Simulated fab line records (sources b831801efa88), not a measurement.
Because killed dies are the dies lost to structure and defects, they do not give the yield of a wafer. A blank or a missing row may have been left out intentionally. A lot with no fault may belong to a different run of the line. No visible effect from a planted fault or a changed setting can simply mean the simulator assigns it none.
A lot that was struck, set against a sound lot || flow sky130 || 15 out of 708 route steps
Sound: the wafers L862.1, L862.3, L862.6. Struck: wafer L865.2. (L865.3, L865.5 of the same lot were not struck and are left out.) The cause comes at the end.
Order at every step that has rows: each side's tool, ch and its chambers, its first start. Under that, the readings that differ: sound wafers || struck wafers || difference of the means || sigmas: that difference in standard deviations of wafers without a fault.
alike: readings whose means differ by less than 2 such deviations, and words and numbers that are the same on both sides. not compared: withheld readings, readings that some wafer has no value for, bounds like >300 that may hide the same value, and numbers for which the record gives no deviation and whose values overlap.
Wherever a step has rows on one side only, a row that says differs or no value, or a row with sigmas, the two part there. Numbers that don't overlap but have no deviation are shown without sigmas and don't part them. Lack of a reading on every wafer of one side parts them only where that side has two or more wafers.

first, 8 steps without rows for these wafers: SKY_FIELD_ISO_DEHYDRATE_05 (time 60 s); SKY_FIELD_ISO_HMDS_06 (prime time 60 s); SKY_FIELD_ISO_COAT_07 (resist thk 60 nm); SKY_FIELD_ISO_COAT_08 (resist thk 450 nm); SKY_FIELD_ISO_SOFTBAKE_09 (time 90 s); SKY_FIELD_ISO_EXPOSE_10 (exposes mask FOM, target cd 150 nm); SKY_FIELD_ISO_PEB_11; SKY_FIELD_ISO_DEVELOP_12 (develop time 60 s).
SKY_FIELD_ISO_CD_MEAS_13 targets a cd of 150 nm.
  sound: cdSem-01 at day 3 16:35; struck: cdSem-02 at day 4 09:35
  alike: cdNm
SKY_FIELD_ISO_ETCH_14: etches BARC in N2/H2, stops on SiO2, time 45.9 s, target depth 60 nm.
  sound on rieDiel-02 ch 0,2,3, day 3 16:43; struck on rieDiel-04 ch 3, day 4 09:41
  alike: drypumpMotorCurrentA, oesProductAu, rfFwdPowerW, runLengthS, throttleValvePct
  not compared: rfHoursCounterH
SKY_FIELD_ISO_ETCH_15: etches the open film in CHF3/O2, stops on Si, target depth 180 nm, time 72 s.
  sound on rieDiel-02 ch 0,2,3, day 3 16:45; struck on rieDiel-04 ch 3, day 4 09:44
{"reading": "throttleValvePct (%)", "sound": "8.829 8.838 8.852", "struck": 8.859, "difference": "+0.019", "sigmas": "+2"}
  alike: drypumpMotorCurrentA, oesProductAu, rfFwdPowerW, runLengthS
  not compared: rfHoursCounterH
SKY_FIELD_ISO_STRIP_16: strips in O2/N2.
  sound on plasmaAsher-04 ch 1, day 3 16:49; struck on plasmaAsher-02 ch 0, day 4 09:47
  alike: drypumpMotorCurrentA, oesProductAu, stripTimeToEndpointS
  not compared: rfHoursCounterH
SKY_FIELD_ISO_ETCH_17: etches Si in HBr/Cl2/O2, target depth 342 nm, time 97.7 s.
  sound on rieSi-01 ch 1,2, day 3 16:55; struck on rieSi-01 ch 3, day 4 09:53
{"reading": "oesProductAu (a.u.)", "sound": "1.025 1.010 1.022", "struck": 0.989, "difference": -0.030, "sigmas": -3}
{"reading": "runLengthS (s)", "sound": "126.6 127.0 126.3", "struck": 134.8, "difference": "+8.2", "sigmas": "+20"}
{"reading": "throttleValvePct (%)", "sound": "25.637 25.646 25.621", "struck": 25.667, "difference": "+0.032", "sigmas": "+3"}
{"reading": "model.etch.depthNm (nm)", "sound": "351.6 351.3 352.4", "struck": 368, "difference": "+16", "sigmas": ""}
{"reading": "model.FIELD_ISO.featureDepthNm (nm)", "sound": "351.6 351.3 352.4", "struck": 368, "difference": "+16", "sigmas": ""}
  alike: drypumpMotorCurrentA, rfFwdPowerW
  not compared: rfHoursCounterH
then, 1 step without rows for these wafers: SKY_FIELD_ISO_WET_ETCH_18 (etches Si3N4 in H3PO4, target depth 25 nm, time 286 s).
-- here the record skips 44 days between the struck wafers' starts before and after, leaving off in module FIELD_ISO and picking up in module PAD_OPEN (first step shown: number 708 of the route) --
SKY_PAD_OPEN_PROBE_99:
  sound: prober-01 at day 47 14:21; struck: prober-01 at day 48 09:14
{"reading": "killedAtFrontEnd", "sound": "14 18 16", "struck": 29, "difference": "+13", "sigmas": "+3"}
{"reading": "killedAtOther", "sound": "0 0 0", "struck": 1, "difference": "+1", "sigmas": "+2"}
{"reading": "model.etest.res_p_drift_20v.lineOhmUm", "sound": "1.134e+04 1.137e+04 1.149e+04", "struck": 1.446e+04, "difference": "+3.060e+03", "sigmas": ""}
{"reading": "model.etest.res_p_drift_20v.rsOhmSq", "sound": "9471 9402 9660", "struck": 1.189e+04, "difference": "+2.379e+03", "sigmas": ""}
{"reading": "model.etest.pfet_16v.rOnOhmUm", "sound": "1.579e+04 1.586e+04 1.616e+04", "struck": 1.716e+04, "difference": "+1.223e+03", "sigmas": ""}
{"reading": "model.etest.resIsoPwell.rsOhmSq", "sound": "3144 3136 3250", "struck": 4593, "difference": "+1416", "sigmas": ""}
{"reading": "model.etest.resIsoPwell.lineOhmUm", "sound": "1191 1179 1214", "struck": 1744, "difference": "+549", "sigmas": ""}
{"reading": "model.etest.resNwell.lineOhmUm", "sound": "1244 1256 1283", "struck": 1206, "difference": -55, "sigmas": ""}
{"reading": "model.etest.resNwell.rsOhmSq", "sound": "1042 1045 1059", "struck": 1033, "difference": -16, "sigmas": ""}
{"reading": "model.etest.pfet_16v.driveUaUm", "sound": "232.7 229.8 227.5", "struck": 219.1, "difference": -10.9, "sigmas": ""}
  alike: killed_at_M0_to_M3, killed_at_M4_up, killedAtContacts, killedDies, killedOpen, killedShort

== WHERE THEY PART ==
First at SKY_FIELD_ISO_ETCH_15; last, within this record, at SKY_PAD_OPEN_PROBE_99.

WHY: the cause the simulator had injected
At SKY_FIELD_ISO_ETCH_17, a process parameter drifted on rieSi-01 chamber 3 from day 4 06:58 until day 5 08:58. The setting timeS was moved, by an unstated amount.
